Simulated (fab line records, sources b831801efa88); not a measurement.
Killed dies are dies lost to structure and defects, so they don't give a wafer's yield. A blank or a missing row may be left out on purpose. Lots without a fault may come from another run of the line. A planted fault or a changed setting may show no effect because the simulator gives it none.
One fault seen from 2 desks | flow gf180mcu | each desk has only its own numbers; what lay behind them comes last

THE METROLOGY DESK
What the gauges read, lot by lot, whatever tool the lot ran on: means of the sampled wafers that have a number. A lot is out of limits, marked OUT, if its mean lies more than 4 standard deviations from the usual mean; the brackets give that distance.
Columns: A = V4_CVD_00_THK at GF_V4_THK_MEAS_01, usual 626 nm; B = V4_BOW at GF_V4_BOW_MEAS_05, usual 136 um; C = V4_OVL at GF_V4_OVL_MEAS_15, usual -3 nm
lot  | first seen here | A   | B   | C
L113 | day 23 20:31    | 627 | 141 | -10
L114 | day 24 07:05    | 620 | 127 | -1
L115 | day 24 12:13    | 628 | 130 | -6
L116 | day 24 21:34    | 620 | 143 | -9
L118 | day 25 16:27    | 628 | 138 | -5
L126 | day 28 10:15    | 617 | 136 | -9
L127 | day 28 17:52    | 631 | 130 | -6
L128 | day 28 21:48    | 633 | 152 | 1
L129 | day 29 01:06    | 624 | 134 | -5
L130 | day 29 07:50    | 625 | 145 | -3
L131 | day 29 13:22    | 630 | 118 | -2
L132 | day 29 17:28    | 633 | 125 | 3
L133 | day 30 01:00    | 634 | 127 | 3
This desk's finding: nothing out of limits on any of the 13 lots.

THE TOOL OWNER'S DESK: plasma_asher-01
The tool's own readings at GF_V4_STRIP_18 (strips in O2/N2): means of the sampled wafers that have a number, for each lot that ran on this tool. A lot is out of limits, marked OUT, if its mean lies more than 4 standard deviations from the usual mean; the brackets give that distance.
Columns: A = drypump_motor_current_A at GF_V4_STRIP_18, usual 5.8 A; B = heater_power_w at GF_V4_STRIP_18, usual 334 W; C = oes_product_au at GF_V4_STRIP_18, usual 0.593 a.u.; D = platen_temp_c at GF_V4_STRIP_18, usual 250.03 C
lot  | first seen here | A   | B   | C     | D
L113 | day 24 19:17    | 5.3 | 348 | 0.591 | 249.97
L114 | day 25 06:14    | 5.3 | 364 | 0.590 | 250.05
L115 | day 25 11:13    | 5.3 | 361 | 0.591 | 249.88
L118 | day 26 14:00    | 5.3 | 346 | 0.593 | 249.81
L130 | day 30 03:47    | 5.3 | 353 | 0.598 | 249.87
L131 | day 30 08:31    | 5.3 | 392 | 0.593 | 250.30
L132 | day 30 12:33    | 5.3 | 366 | 0.595 | 250.16
This desk's finding: nothing out of limits on any of the 7 lots.

PUT TOGETHER
The metrology desk saw nothing out of limits.
The tool owner's desk saw nothing out of limits.

WHAT THE SIMULATOR HAD PUT IN
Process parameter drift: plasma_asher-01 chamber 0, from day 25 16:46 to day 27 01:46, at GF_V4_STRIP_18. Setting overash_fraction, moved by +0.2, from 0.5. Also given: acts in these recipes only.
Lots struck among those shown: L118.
